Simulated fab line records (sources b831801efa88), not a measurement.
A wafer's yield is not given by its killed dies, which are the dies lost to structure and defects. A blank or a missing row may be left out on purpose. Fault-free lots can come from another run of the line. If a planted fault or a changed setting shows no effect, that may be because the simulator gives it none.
fab line records	flow sky130
[record] lots = 11	wafers = 33	last-day = 50
route steps=708 shown VIA3@596 METAL4@600 PAD_OPEN@708
lots with no fault: from the same line, run without faults
start-h: hours from the record's first day to the start of the lot's first wafer shown	wait-h: time in hours since the lot's previous step	" the same as in the row above	L1.1+2: a single row standing in for several wafers	- no value, or no start was given	* or withheld: withheld	< > ~ a bound
route shown NAME@n: NAME is a module with steps in the file, n the number in the route of the first one	usual: mean and standard deviation over wafers with no fault	same: alike in all rows	chamber/n: place in a boat	sites: the reading at each site	_std_site: standard deviation of those values	_edge_site: outer sites' mean less inner sites'	radius-mm: for every site, how far away it sits from the centre of the wafer	mask NAME#n: copy n	behind: the tool/chamber that last shaped the wafer	hold: reason for holding the lot/hours on hold/outcome of the hold	device: names the non-switching transistor (n, p or np)	end of line: tests run on the same wafers once the route is complete	a step given without rows: its recipe and nothing more	killed: count of dies lost to structure and defects at first sort (not the wafer's yield)	map: per-die view of a wafer (x killed, . not killed, _ where there is no die)
set.NAME: the run value of the setting; set.NAME@STEP: its run value at that earlier step	model.NAME: the simulator's own value behind a step, which no gauge read
steps of the route over a sample of lots; a table a step, a row a wafer
services: from which hour (start-h, from the record's first day; less than 0 if before it) a tool's chamber was out of use, for how many hours, and why
[[steps]]
[step SKY_VIA3_THK_MEAS_23]
[recipe] thk-meas-gauge = xrf	reads = W_of_VIA3_CVD_21
[usual] VIA3_W_THK = 388/5.7
lot.wafer	tool	chamber	start-h	wait-h	VIA3_W_THK[nm]
L930.1	film-metro-01	-	943.85	0.1	391
L930.5	"	-	"	"	385
L930.6	"	-	"	"	391
L934.1	film-metro-02	-	994.90	0.1	381
L934.4	"	-	"	"	384
L934.6	"	-	"	"	386
L936.2	film-metro-01	-	999.45	0.1	394
L936.5	"	-	"	"	399
L936.6	"	-	"	"	397
L939.4	film-metro-02	-	1005.13	0.1	376
L939.5	"	-	"	"	377
L939.6	"	-	"	"	378
L941.2	film-metro-01	-	1026.11	0.1	395
L941.3	"	-	"	"	393
L941.5	"	-	"	"	395
L940.1	film-metro-01	-	1030.11	0.1	396
L940.2	"	-	"	"	400
L940.3	"	-	"	"	392
L944.1	film-metro-03	-	1048.35	0.1	390
L944.2	"	-	"	"	389
L944.3	"	-	"	"	385
L942.2	film-metro-02	-	1048.78	0.1	380
L942.3	"	-	"	"	389
L942.6	"	-	"	"	387
L943.1	film-metro-02	-	1049.02	0.1	380
L943.5	"	-	"	"	385
L943.6	"	-	"	"	379
L949.3	film-metro-03	-	1078.22	0.1	382
L949.4	"	-	"	"	390
L949.5	"	-	"	"	394
L951.1	film-metro-03	-	1082.65	0.1	387
L951.3	"	-	"	"	381
L951.6	"	-	"	"	380
[step SKY_METAL4_SPUTTER_02]
[recipe] material = AlCu	target-thk-nm = 735	power-w = 10600	time-s = 39.1	chamber-pressure-pa = 0.4
[usual] throttle-valve-pct = 30.1/0.86
lot.wafer	tool	chamber	start-h	wait-h	throttle-valve-pct
L930.1	pvd-sputter-01	-	944.26	0.0	29.3
L930.5	"	-	"	"	28.0
L930.6	"	-	"	"	31.1
L934.1	pvd-sputter-03	-	995.31	0.0	30.5
L934.4	"	-	"	"	29.4
L934.6	"	-	"	"	29.7
L936.2	pvd-sputter-04	-	999.85	0.0	30.0
L936.5	"	-	"	"	29.8
L936.6	"	-	"	"	29.9
L939.4	pvd-sputter-04	-	1005.53	0.0	31.4
L939.5	"	-	"	"	30.2
L939.6	"	-	"	"	29.8
L941.2	pvd-sputter-04	-	1026.51	0.0	30.0
L941.3	"	-	"	"	30.0
L941.5	"	-	"	"	31.6
L940.1	pvd-sputter-03	-	1030.52	0.0	29.8
L940.2	"	-	"	"	29.4
L940.3	"	-	"	"	30.4
L944.1	pvd-sputter-04	-	1049.51	0.0	31.6
L944.2	"	-	"	"	29.5
L944.3	"	-	"	"	29.9
L942.2	pvd-sputter-03	-	1053.46	0.0	29.1
L942.3	"	-	"	"	30.0
L942.6	"	-	"	"	30.1
L943.1	pvd-sputter-03	-	1054.06	0.0	29.9
L943.5	"	-	"	"	29.4
L943.6	"	-	"	"	29.9
L949.3	pvd-sputter-03	-	1078.61	0.0	29.9
L949.4	"	-	"	"	30.6
L949.5	"	-	"	"	30.0
L951.1	pvd-sputter-01	-	1083.06	0.0	29.1
L951.3	"	-	"	"	30.2
L951.6	"	-	"	"	30.3
[step SKY_METAL4_ETCH_16]
[recipe] chemistry = N2/H2	target = BARC	ion-energy-ev = 200	bias-w = 100	pressure-mtorr = 30	n2-flow-sccm = 100	h2-flow-sccm = 200	icp-w = 500	stop-on = SiO2	time-s = 88.2	target-depth-a = 600
[usual] drypump-motor-current-A = 5.8/0.58	oes-product-au = 0.626/0.0048	throttle-valve-pct = 13.205/0.0094
lot.wafer	tool	chamber	start-h	wait-h	drypump-motor-current-A	oes-product-au	rf-hours-counter-h	throttle-valve-pct
L930.1	rie-metal-03	0	993.58	0.0	6.5	0.627	10	13.189
L930.5	"	1	"	"	6.0	0.625	-	13.220
L930.6	"	0	"	"	6.5	0.635	-	13.213
L934.1	rie-metal-01	1	1040.32	0.0	5.8	0.615	9	13.215
L934.4	"	1	"	"	5.8	0.624	-	13.209
L934.6	"	1	"	"	5.8	0.626	-	13.219
L936.2	rie-metal-01	1	1046.32	0.0	5.8	0.618	10	13.192
L936.5	"	1	"	"	5.8	0.625	-	13.226
L936.6	"	0	"	"	4.9	0.632	-	13.203
L939.4	rie-metal-03	0	1049.63	0.0	6.4	0.633	-	13.210
L939.5	"	1	"	"	6.0	0.633	-	13.198
L939.6	"	0	"	"	6.5	0.622	-	13.201
L941.2	rie-metal-04	0	1070.05	0.0	5.1	0.628	23	13.211
L941.3	"	0	"	"	5.1	0.625	-	13.218
L941.5	"	1	"	"	6.2	0.631	-	13.206
L940.1	rie-metal-01	0	1072.95	0.0	4.9	0.631	23	13.206
L940.2	"	1	"	"	5.8	0.633	11	13.218
L940.3	"	0	"	"	4.9	0.630	-	13.209
L944.1	rie-metal-04	1	1092.22	0.0	6.2	0.622	8	13.203
L944.2	"	0	"	"	5.1	0.625	24	13.206
L944.3	"	1	"	"	6.2	0.619	-	13.204
L942.2	rie-metal-04	0	1094.25	0.0	5.1	0.622	24	13.206
L942.3	"	1	"	"	6.2	0.626	-	13.200
L942.6	"	0	"	"	5.1	0.632	-	13.214
L943.1	rie-metal-03	0	1094.60	0.0	6.5	0.628	15	13.214
L943.5	"	0	"	"	6.5	0.633	-	13.202
L943.6	"	1	"	"	6.0	0.621	-	13.223
L949.3	rie-metal-01	0	1120.83	0.0	4.9	0.620	-	13.209
L949.4	"	1	"	"	5.8	0.627	-	13.203
L949.5	"	1	"	"	5.8	0.627	-	13.219
L951.1	rie-metal-01	1	1124.47	0.0	5.8	0.625	16	13.202
L951.3	"	0	"	"	4.9	0.623	-	13.201
L951.6	"	1	"	"	5.8	0.627	-	13.201
[step SKY_METAL4_ETCH_17]
[recipe] target = SiO2	stop-on = TiN	chemistry = C4F8/O2/Ar	source-w = 1500	bias-w = 1200	pressure-mtorr = 40	c4f8-flow-sccm = withheld	O2_flow_sccm = 6	Ar_flow_sccm = 300	time-s = 3.9	target-depth-a = 150
[usual] oes-product-au = 0.756/0.0069
lot.wafer	tool	chamber	start-h	wait-h	oes-product-au	rf-hours-counter-h
L930.1	rie-diel-03	1	993.68	0.1	0.749	22
L930.5	"	3	"	"	0.757	-
L930.6	"	2	"	"	0.759	-
L934.1	rie-diel-02	3	1040.42	0.1	0.771	8
L934.4	"	0	"	"	0.753	-
L934.6	"	2	"	"	0.770	-
L936.2	rie-diel-02	0	1046.42	0.1	0.751	14
L936.5	"	2	"	"	0.766	-
L936.6	"	3	"	"	0.762	-
L939.4	rie-diel-03	3	1049.69	0.0	0.755	3
L939.5	"	2	"	"	0.775	-
L939.6	"	3	"	"	0.757	-
L941.2	rie-diel-03	0	1070.14	0.1	0.760	19
L941.3	"	2	"	"	0.766	24
L941.5	"	2	"	"	0.764	-
L940.1	rie-diel-01	0	1073.04	0.1	0.758	14
L940.2	"	1	"	"	0.757	11
L940.3	"	2	"	"	0.751	6
L944.1	rie-diel-03	1	1092.32	0.1	0.759	25
L944.2	"	0	"	"	0.751	19
L944.3	"	2	"	"	0.749	25
L942.2	rie-diel-03	3	1094.34	0.1	0.755	4
L942.3	"	2	"	"	0.759	25
L942.6	"	1	"	"	0.762	-
L943.1	rie-diel-02	0	1094.69	0.1	0.754	16
L943.5	"	1	"	"	0.749	-
L943.6	"	2	"	"	0.757	-
L949.3	rie-diel-03	3	1120.89	0.0	0.759	5
L949.4	"	1	"	"	0.756	26
L949.5	"	0	"	"	0.763	-
L951.1	rie-diel-03	1	1124.57	0.1	0.751	26
L951.3	"	2	"	"	0.751	26
L951.6	"	0	"	"	0.753	-
[step SKY_METAL4_METAL_ETCH_18]
[recipe] target-depth-a = 8450	stop-on = SiO2	over-etch-frac = 0.3	time-s = 183.1	chemistry = Cl2/BCl3	resist-sidewall-deg = 88	pressure-mtorr = 10	icp-w = 900	bias-w = 48.5	Cl2_flow_sccm = 60	bcl3-flow-sccm = 30
[usual] drypump-motor-current-A = 5.7/0.59	mfc-cl2-sccm = 60.01/0.17	oes-product-au = 0.865/0.0063	throttle-valve-pct = 22.264/0.0084
lot.wafer	tool	chamber	start-h	wait-h	drypump-motor-current-A	mfc-cl2-sccm	oes-product-au	rf-hours-counter-h	throttle-valve-pct
L930.1	rie-metal-04	1	993.70	0.0	6.2	59.97	0.863	4	22.270
L930.5	"	0	"	"	5.1	60.23	0.857	-	22.259
L930.6	"	1	"	"	6.2	59.79	0.855	-	22.263
L934.1	rie-metal-03	0	1040.44	0.0	6.5	60.17	0.871	12	22.254
L934.4	"	0	"	"	6.5	59.91	0.872	-	22.265
L934.6	"	0	"	"	6.5	60.30	0.865	-	22.271
L936.2	rie-metal-03	0	1046.44	0.0	6.5	60.00	0.863	12	22.264
L936.5	"	0	"	"	6.5	59.83	0.868	-	22.264
L936.6	"	1	"	"	6.0	60.03	0.857	-	22.271
L939.4	rie-metal-04	1	1049.79	0.1	6.2	59.85	0.872	-	22.265
L939.5	"	0	"	"	5.0	59.63	0.873	-	22.271
L939.6	"	1	"	"	6.2	59.97	0.870	-	22.263
L941.2	rie-metal-03	0	1070.16	0.0	6.5	60.17	0.875	14	22.274
L941.3	"	1	"	"	6.0	60.11	0.860	-	22.256
L941.5	"	1	"	"	6.0	60.01	0.862	-	22.260
L940.1	rie-metal-03	1	1073.06	0.0	6.0	60.02	0.868	10	22.267
L940.2	"	0	"	"	6.5	59.87	0.868	14	22.265
L940.3	"	0	"	"	6.5	59.92	0.876	-	22.271
L944.1	rie-metal-01	0	1092.33	0.0	4.9	59.76	0.859	25	22.256
L944.2	"	1	"	"	5.8	59.80	0.859	13	22.261
L944.3	"	1	"	"	5.8	59.87	0.856	-	22.252
L942.2	rie-metal-01	0	1094.36	0.0	4.9	60.12	0.864	25	22.274
L942.3	"	0	"	"	4.9	60.02	0.862	-	22.264
L942.6	"	0	"	"	4.9	60.15	0.864	-	22.260
L943.1	rie-metal-04	0	1094.71	0.0	5.1	60.07	0.805	25	22.269
L943.5	"	0	"	"	5.1	59.76	0.802	-	22.254
L943.6	"	1	"	"	6.2	60.39	0.809	-	22.261
L949.3	rie-metal-04	0	1120.97	0.1	5.0	60.07	0.814	-	22.255
L949.4	"	1	"	"	6.2	59.98	0.800	-	22.256
L949.5	"	1	"	"	6.2	59.77	0.812	-	22.278
L951.1	rie-metal-04	0	1124.59	0.0	5.1	60.22	0.859	27	22.283
L951.3	"	1	"	"	6.2	60.02	0.861	-	22.279
L951.6	"	0	"	"	5.1	59.95	0.860	-	22.257
[step SKY_PAD_OPEN_PROBE_99]
[usual] defect-limited-yield = 82.5/1.9	killed_at_M0_to_M3 = 42/6.4	killed_at_M4_up = 2.9/1.7	killed-at-contacts = 25/5.2	killed-at-front-end = 16/4.4	killed-at-other = 0.4/0.65	killed-dies = 86/9.2	killed-open = 47/6.6	killed-short = 39/5.8	sort_bin_3_pad_short = 0.9/0.42	sort_bin_5_function = 10.4/1.5	sort_bin_6_memory = 6.3/1	sort-n-pass = 406/9.2	sort-yield-pct = 82.5/1.9
[same] gross-dies = 492	killed-at-back-side = 0	sort_bin_4_leakage[%] = 0	sort_bin_8_speed[%] = 0
lot.wafer	tool	chamber	start-h	wait-h	defect-limited-yield[%]	killed_at_M0_to_M3	killed_at_M4_up	killed-at-contacts	killed-at-front-end	killed-at-other	killed-dies	killed-open	killed-short	sort_bin_3_pad_short[%]	sort_bin_5_function[%]	sort_bin_6_memory[%]	sort-n-pass	sort-yield-pct[%]
L936.2	prober-02	-	1137.01	0.1	86.4	34	1	11	19	2	67	35	31	1.2	8.1	4.3	425	86.4
L936.5	prober-02	-	1137.16	0.2	81.3	44	3	31	13	1	92	56	36	0.2	11.2	7.3	400	81.3
L936.6	prober-02	-	1137.21	0.2	81.3	43	0	29	20	0	92	55	36	1.2	11.6	5.9	400	81.3
L939.4	prober-02	-	1142.59	0.2	83.9	38	3	25	12	1	79	43	36	0.4	9.1	6.5	413	83.9
L939.5	prober-02	-	1142.64	0.2	83.9	43	4	18	13	1	79	46	33	0.6	10.4	5.1	413	83.9
L939.6	prober-02	-	1142.69	0.2	82.3	49	1	28	7	2	87	53	34	0.6	11.6	5.5	405	82.3
L941.2	prober-02	-	1155.93	0.1	85.0	38	2	20	14	0	74	44	30	0.8	8.1	6.1	418	85.0
L941.3	prober-02	-	1155.98	0.2	86.4	29	5	21	12	0	67	35	32	0.4	8.7	4.5	425	86.4
L941.5	prober-02	-	1156.08	0.2	81.1	50	7	21	15	0	93	57	35	0.2	13.6	5.1	399	81.1
L940.1	prober-01	-	1158.97	0.1	79.5	58	2	28	13	0	101	53	48	1.0	11.8	7.7	391	79.5
L940.2	prober-01	-	1159.02	0.1	85.6	29	1	25	16	0	71	40	29	1.0	6.5	6.9	421	85.6
L940.3	prober-01	-	1159.07	0.2	83.1	36	3	24	20	0	83	41	41	1.2	9.1	6.5	409	83.1
L942.2	prober-01	-	1176.67	0.1	81.7	47	1	31	11	0	90	52	38	1.2	10.0	7.1	402	81.7
L942.3	prober-01	-	1176.72	0.2	81.5	50	6	24	11	0	91	44	47	1.6	11.4	5.5	401	81.5
L942.6	prober-01	-	1176.87	0.2	85.2	43	2	16	12	0	73	38	34	0.8	7.7	6.3	419	85.2
L943.1	prober-02	-	1177.28	0.1	85.0	34	2	22	15	1	74	45	28	0.8	8.3	5.9	418	85.0
L943.5	prober-02	-	1177.48	0.2	80.3	42	2	28	24	1	97	59	38	0.8	11.2	7.7	395	80.3
L943.6	prober-02	-	1177.53	0.2	79.9	40	4	31	23	1	99	58	40	1.0	13.0	6.1	393	79.9
L949.3	prober-02	-	1198.22	0.2	82.9	45	5	22	12	0	84	52	31	0.4	10.2	6.5	408	82.9
L949.4	prober-02	-	1198.27	0.2	81.5	41	1	32	16	1	91	50	41	1.0	10.4	7.1	401	81.5
L949.5	prober-02	-	1198.32	0.2	82.1	48	1	27	12	0	88	50	38	0.6	10.8	6.5	404	82.1
// killed by level:class
L936.2 VIA2:geometric-particle:open=9 VIA1:geometric-particle:open=7 FIELD_ISO:geometric-particle:open=5 FIELD_ISO:geometric-particle:short=4 LI_CONTACT:geometric-particle:open=4 VIA1:geometric-particle:short=4 METAL2:geometric-particle:short=4 POLY_GATE:geometric-particle:open=3
L936.5 CONTACT:geometric-particle:open=15 VIA1:geometric-particle:open=9 LI_CONTACT:geometric-particle:open=8 VIA2:geometric-particle:open=8 METAL2:geometric-particle:short=6 VIA3:geometric-particle:open=5 POLY_GATE:geometric-particle:short=4 POLY_GATE:geometric-particle:open=4
L936.6 VIA1:geometric-particle:open=17 LOCAL_INTERCONNECT:geometric-particle:short=9 CONTACT:geometric-particle:open=8 VIA2:geometric-particle:open=5 FIELD_ISO:geometric-particle:short=4 POLY_GATE:geometric-particle:short=4 POLY_GATE:geometric-particle:open=4 LI_CONTACT:geometric-particle:open=4
L939.4 CONTACT:geometric-particle:open=10 VIA1:geometric-particle:open=8 VIA3:geometric-particle:open=7 METAL1:geometric-particle:short=6 METAL2:geometric-particle:short=6 POLY_GATE:geometric-particle:open=5 LOCAL_INTERCONNECT:geometric-particle:short=5 LI_CONTACT:geometric-particle:open=4
L939.5 VIA1:geometric-particle:open=11 VIA3:geometric-particle:open=8 CONTACT:geometric-particle:open=7 LI_CONTACT:geometric-particle:open=6 FIELD_ISO:geometric-particle:short=5 VIA1:geometric-particle:short=5 METAL1:geometric-particle:short=5 FIELD_ISO:geometric-particle:open=4
L939.6 VIA1:geometric-particle:open=10 CONTACT:geometric-particle:open=9 LI_CONTACT:geometric-particle:open=8 VIA2:geometric-particle:open=8 VIA3:geometric-particle:open=8 METAL2:geometric-particle:short=5 METAL1:geometric-particle:short=4 VIA2:geometric-particle:short=4
L941.2 CONTACT:geometric-particle:open=8 VIA1:geometric-particle:open=8 VIA2:geometric-particle:open=8 VIA3:geometric-particle:open=6 LI_CONTACT:geometric-particle:open=5 METAL2:geometric-particle:short=5 FIELD_ISO:geometric-particle:short=4 CONTACT:geometric-particle:short=4
L941.3 CONTACT:geometric-particle:open=11 METAL4:geometric-particle:short=5 VIA3:geometric-particle:open=5 LI_CONTACT:geometric-particle:open=4 VIA3:geometric-particle:short=4 LOCAL_INTERCONNECT:geometric-particle:short=3 METAL1:geometric-particle:open=3 VIA1:geometric-particle:open=3
L941.5 CONTACT:geometric-particle:open=10 VIA1:geometric-particle:open=10 VIA2:geometric-particle:open=9 VIA3:geometric-particle:open=8 METAL1:geometric-particle:short=6 FIELD_ISO:geometric-particle:open=5 POLY_GATE:geometric-particle:open=5 CONTACT:geometric-particle:short=5
L940.1 VIA1:geometric-particle:open=14 CONTACT:geometric-particle:short=9 VIA1:geometric-particle:short=8 METAL2:geometric-particle:short=7 LI_CONTACT:geometric-particle:open=6 CONTACT:geometric-particle:open=6 VIA3:geometric-particle:open=6 VIA2:geometric-particle:open=5
L940.2 VIA3:geometric-particle:open=9 LI_CONTACT:geometric-particle:open=8 LOCAL_INTERCONNECT:geometric-particle:short=7 VIA2:geometric-particle:open=6 FIELD_ISO:geometric-particle:open=5 CONTACT:geometric-particle:open=5 SPACER:geometric-particle:short=3 CONTACT:geometric-particle:short=3
L940.3 VIA3:geometric-particle:open=8 FIELD_ISO:geometric-particle:short=6 VIA2:geometric-particle:open=5 POLY_GATE:geometric-particle:open=5 VIA1:geometric-particle:open=5 LI_CONTACT:geometric-particle:open=5 LOCAL_INTERCONNECT:geometric-particle:short=5 CONTACT:geometric-particle:short=5
L942.2 VIA1:geometric-particle:open=13 VIA3:geometric-particle:open=10 CONTACT:geometric-particle:open=9 LI_CONTACT:geometric-particle:open=8 LOCAL_INTERCONNECT:geometric-particle:short=6 CONTACT:geometric-particle:short=6 METAL1:geometric-particle:short=6 VIA3:geometric-particle:short=5
L942.3 VIA1:geometric-particle:open=11 METAL2:geometric-particle:short=9 CONTACT:geometric-particle:open=8 VIA2:geometric-particle:open=7 LOCAL_INTERCONNECT:geometric-particle:short=6 LI_CONTACT:geometric-particle:open=6 METAL1:geometric-particle:short=6 VIA1:geometric-particle:short=5
L942.6 VIA3:geometric-particle:open=8 CONTACT:geometric-particle:open=7 VIA1:geometric-particle:short=7 VIA1:geometric-particle:open=6 METAL1:geometric-particle:short=5 METAL2:geometric-particle:short=5 POLY_GATE:geometric-particle:open=4 FIELD_ISO:geometric-particle:open=3
L943.1 VIA1:geometric-particle:open=9 FIELD_ISO:geometric-particle:open=7 METAL2:geometric-particle:short=7 LI_CONTACT:geometric-particle:open=6 LOCAL_INTERCONNECT:geometric-particle:short=6 VIA2:geometric-particle:open=6 CONTACT:geometric-particle:open=5 FIELD_ISO:geometric-particle:short=4
L943.5 VIA1:geometric-particle:open=14 CONTACT:geometric-particle:open=13 VIA2:geometric-particle:open=8 LI_CONTACT:geometric-particle:open=7 FIELD_ISO:geometric-particle:short=7 SPACER:geometric-particle:short=6 METAL1:geometric-particle:short=5 LOCAL_INTERCONNECT:geometric-particle:short=4
L943.6 CONTACT:geometric-particle:open=12 POLY_GATE:geometric-particle:open=9 LI_CONTACT:geometric-particle:open=9 VIA3:geometric-particle:open=7 FIELD_ISO:geometric-particle:open=6 FIELD_ISO:geometric-particle:short=4 LOCAL_INTERCONNECT:geometric-particle:short=4 METAL1:geometric-particle:short=4
L949.3 CONTACT:geometric-particle:open=13 VIA1:geometric-particle:open=13 VIA2:geometric-particle:open=11 POLY_GATE:geometric-particle:short=5 METAL2:geometric-particle:short=5 VIA3:geometric-particle:open=5 LI_CONTACT:geometric-particle:open=4 CONTACT:geometric-particle:short=4
L949.4 CONTACT:geometric-particle:open=13 VIA2:geometric-particle:open=11 LI_CONTACT:geometric-particle:open=7 METAL3:geometric-particle:short=7 POLY_GATE:geometric-particle:short=6 VIA1:geometric-particle:open=5 FIELD_ISO:geometric-particle:short=4 LOCAL_INTERCONNECT:geometric-particle:short=4
L949.5 VIA1:geometric-particle:open=14 CONTACT:geometric-particle:open=9 METAL2:geometric-particle:short=7 CONTACT:geometric-particle:short=6 LI_CONTACT:geometric-particle:open=5 METAL1:geometric-particle:short=5 VIA3:geometric-particle:open=5 METAL2:geometric-particle:open=5
[[services]]
tool	chamber	start-h	hours	kind
rie-diel-03	3	924.14	-	clean
rie-diel-03	3	924.14	-	consumable-replace:showerhead
rie-diel-03	3	924.14	28.0	scheduled-down
rie-diel-03	3	924.14	28.0	vent-cycle
rie-diel-03	0	924.60	9.7	repair
pvd-sputter-03	-	943.85	3.7	repair
pvd-sputter-03	0	958.13	-	consumable-replace:kit
rie-diel-03	3	958.20	1.3	repair
pvd-sputter-01	-	978.72	24.4	repair
pvd-sputter-04	-	990.78	3.9	repair
rie-diel-01	3	995.65	8.7	repair
rie-metal-01	-	1003.60	1.4	pm
rie-metal-04	1	1017.03	24.3	repair
rie-metal-03	0	1019.29	14.3	repair
rie-diel-03	1	1036.27	8.8	repair
rie-metal-03	1	1039.80	2.1	repair
rie-diel-01	2	1049.67	2.8	repair
rie-diel-02	3	1058.63	6.6	repair
rie-metal-03	0	1079.82	9.5	repair
rie-diel-01	1	1088.24	22.8	repair
pvd-sputter-04	-	1090.54	0.6	repair
rie-diel-03	1	1109.09	2.9	repair
rie-diel-01	3	1110.90	67.5	repair
rie-diel-02	-	1118.30	15.6	pm
[[key]]
[first-sign] step = SKY_METAL4_METAL_ETCH_18	reading = oes-product-au	direction = down	sigmas = 9.3	usual = 0.865	struck = 0.807
effect none on later readings
met-at SKY_METAL4_SPUTTER_02
struck-lots L943,L949
not-acting-at SKY_VIA3_THK_MEAS_23,SKY_METAL4_ETCH_16,SKY_METAL4_ETCH_17
onset-between 1053.46 1054.06
[fault] kind = site-profile-drift	tool = pvd-sputter-03	chamber = -	onset-h = 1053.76	steps = SKY_METAL4_SPUTTER_02	basis = fraction	max-abs-drift = 0.29035	slope-share-per-hr = 64.523	site-pattern = 0,0,0,0,0,-1,-1,-1,-1
